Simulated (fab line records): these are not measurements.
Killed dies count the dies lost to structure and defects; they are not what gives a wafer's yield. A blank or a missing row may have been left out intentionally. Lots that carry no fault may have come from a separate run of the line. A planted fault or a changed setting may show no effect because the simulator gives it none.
Struck lot and sound lot, side by side || flow sky130 || 34 steps out of a route of 708
Sound: the wafers L348.1, L348.2, L348.4. Struck: wafer L354.1 (L354.4, L354.6, from the same lot, were not struck and are left out); the cause is given at the end.
At each step with rows: each side's tool, then ch and its chambers, then its first start. Under that, the readings that differ: sound wafers || struck wafers || difference of the means || sigmas: that difference in standard deviations of wafers without a fault.
alike: words and numbers the same on both sides, and readings whose means are apart by under 2 such deviations; not compared: readings that were withheld, readings missing a value for some wafer, numbers with overlapping values and no deviation given by the record, and bounds like >300 which may hide the same value.
Wherever a step has rows on one side only, a row that says differs or no value, or a row with sigmas, the two part there. Numbers that don't overlap but have no deviation are shown without sigmas and don't part them. A reading that every wafer of one side lacks parts them only if that side has two wafers or more.

first, 5 steps without rows for these wafers: SKY_METAL5_SOFTBAKE_10 (time 60 s); SKY_METAL5_EXPOSE_11 (exposes mask MM5, target cd 1600 nm); SKY_METAL5_PEB_12; SKY_METAL5_DEVELOP_13 (develop time 60 s); SKY_METAL5_DESCUM_14 (chemistry O2, time 11 s).
SKY_METAL5_METAL_ETCH_15: etches the open film in Cl2/BCl3, stops on SiO2, target depth 1260 nm, time 252 s.
  sound on rieMetal-02 ch 1, day 46 01:37; struck on rieMetal-04 ch 0, day 47 01:40
{"reading": "biasW (W)", "sound": "48.32 48.25 48.47", "struck": 48.69, "difference": "+0.34", "sigmas": "+3"}
  alike: drypumpMotorCurrentA, oesProductAu, throttleValvePct
  not compared: rfHoursCounterH
SKY_METAL5_STRIP_16: strips in O2/N2.
  sound on plasmaAsher-03 ch 0,1, day 46 02:05; struck on plasmaAsher-03 ch 1, day 47 01:53
  alike: drypumpMotorCurrentA, oesProductAu, stripTimeToEndpointS
  not compared: rfHoursCounterH
then, 3 steps without rows for these wafers: SKY_METAL5_STRIP_17 (strips in post etch residue remover, time 1200 s); SKY_METAL5_CLEAN_18 (cleans in IPA, time 180 s); SKY_METAL5_CLEAN_19 (cleans in O3/DIW).
SKY_PASSIVATION_CVD_00: deposits SiO2, target thk 90 nm.
  sound on pecvd-04 ch 0,2, day 46 03:11; struck on pecvd-02 ch 2, day 47 02:50
  alike: heaterPowerW
SKY_PASSIVATION_THK_MEAS_01:
  sound on filmMetro-02 at day 46 03:13; struck on filmMetro-03 at day 47 02:51
  alike: PASSIVATION_CVD_00_THK
SKY_PASSIVATION_CVD_02: deposits Si3N4, target thk 540 nm.
  sound on pecvd-01 ch 0,1,2, day 46 03:16; struck on pecvd-01 ch 1, day 47 02:55
{"reading": "model.Si3N4_of_PASSIVATION_CVD_02.thkNm (nm)", "sound": "532.5 529.5 540.4", "struck": 623.6, "difference": "+89.5", "sigmas": ""}
  alike: heaterPowerW
SKY_PASSIVATION_THK_MEAS_03:
  sound on filmMetro-03 at day 46 03:30; struck on filmMetro-03 at day 47 03:22
{"reading": "PASSIVATION_CVD_02_THK (nm)", "sound": "532 529 540", "struck": 623, "difference": "+89", "sigmas": "+12"}
  not compared: hold
then, 6 steps without rows for these wafers: SKY_PASSIVATION_HMDS_05 (prime time 60 s); SKY_PASSIVATION_COAT_06 (resist thk 3000 nm); SKY_PASSIVATION_SOFTBAKE_07; SKY_PASSIVATION_EXPOSE_08 (exposes mask NSM, target cd 3000 nm); SKY_PASSIVATION_PEB_09; SKY_PASSIVATION_DEVELOP_10 (develop time 60 s).
SKY_PASSIVATION_ETCH_11: etches the open film in CF4/O2, stops on AlCu, target depth 725 nm, time 161.1 s.
  sound on rieDiel-04 ch 0,1,2, day 47 00:21; struck on rieDiel-04 ch 3, day 47 23:51
{"reading": "model.PASSIVATION.featureDepthNm (nm)", "sound": "697.8 692.1 705.3", "struck": 712.7, "difference": "+14.3", "sigmas": ""}
{"reading": "model.etch.depthNm (nm)", "sound": "697.8 692.1 705.3", "struck": 712.7, "difference": "+14.3", "sigmas": ""}
  alike: biasW, drypumpMotorCurrentA, oesProductAu, throttleValvePct
  not compared: rfHoursCounterH
SKY_PASSIVATION_STRIP_12: strips in O2/N2.
  sound on plasmaAsher-03 ch 0,1, day 47 00:27; struck on plasmaAsher-02 ch 1, day 47 23:57
{"reading": "drypumpMotorCurrentA (A)", "sound": "6.5 5.9 5.9", "struck": 5.2, "difference": -0.9, "sigmas": -2}
  alike: oesProductAu, stripTimeToEndpointS
  not compared: rfHoursCounterH
then, 7 steps without rows for these wafers: SKY_PAD_OPEN_DEHYDRATE_00 (time 60 s); SKY_PAD_OPEN_HMDS_01 (prime time 60 s); SKY_PAD_OPEN_COAT_02 (resist thk 3000 nm); SKY_PAD_OPEN_SOFTBAKE_03; SKY_PAD_OPEN_EXPOSE_04 (exposes mask PDM, target cd 60000 nm); SKY_PAD_OPEN_PEB_05; SKY_PAD_OPEN_DEVELOP_06 (develop time 60 s).
SKY_PAD_OPEN_ETCH_07: etches the open film in CF4/O2, stops on AlCu, target depth 725 nm, time 161.1 s.
  sound on rieDiel-02 ch 1,3, day 47 20:57; struck on rieDiel-01 ch 3, day 48 18:53
{"reading": "oesProductAu (a.u.)", "sound": "0.966 0.968 0.979", "struck": 0.988, "difference": "+0.017", "sigmas": "+2"}
{"reading": "model.PAD_OPEN.featureDepthNm (nm)", "sound": "697.8 692.1 705.3", "struck": 712.7, "difference": "+14.3", "sigmas": ""}
{"reading": "model.etch.depthNm (nm)", "sound": "697.8 692.1 705.3", "struck": 712.7, "difference": "+14.3", "sigmas": ""}
  alike: biasW, drypumpMotorCurrentA, throttleValvePct
  not compared: rfHoursCounterH
SKY_PAD_OPEN_STRIP_08: strips in O2/N2.
  sound on plasmaAsher-01 ch 0,1, day 47 21:03; struck on plasmaAsher-04 ch 0, day 48 19:00
  alike: drypumpMotorCurrentA, oesProductAu, stripTimeToEndpointS
  not compared: rfHoursCounterH
SKY_PAD_OPEN_STRIP_09: strips in post etch residue remover, time 1200 s.
  sound on wetBench-02 ch 3, day 47 21:11; struck on wetBench-02 ch 2, day 48 19:06
{"reading": "model.Si3N4_of_PASSIVATION_CVD_02.thkNm (nm)", "sound": "532.1 529.2 540", "struck": 623.3, "difference": "+89.5", "sigmas": ""}
  alike: bathGuardTempC
then, 1 step without rows for these wafers: SKY_PAD_OPEN_CLEAN_10 (cleans in IPA, time 180 s).
SKY_PAD_OPEN_PROBE_99:
  sound on prober-02 at day 47 23:23; struck on prober-01 at day 48 21:29
  alike: defectLimitedYield, killed_at_M0_to_M3, killed_at_M4_up, killedAtContacts, killedAtFrontEnd, killedAtOther, killedDies, killedOpen, killedShort, sort_bin_3_pad_short, sort_bin_5_function, sort_bin_6_memory, sortNPass, sortYieldPct

== WHERE THEY PART ==
At SKY_METAL5_METAL_ETCH_15 first; at SKY_PAD_OPEN_ETCH_07 last (within this record only). Later steps at which nothing parts them and some readings are alike: SKY_PAD_OPEN_STRIP_08, SKY_PAD_OPEN_STRIP_09, SKY_PAD_OPEN_PROBE_99.

WHY: the cause the simulator had injected
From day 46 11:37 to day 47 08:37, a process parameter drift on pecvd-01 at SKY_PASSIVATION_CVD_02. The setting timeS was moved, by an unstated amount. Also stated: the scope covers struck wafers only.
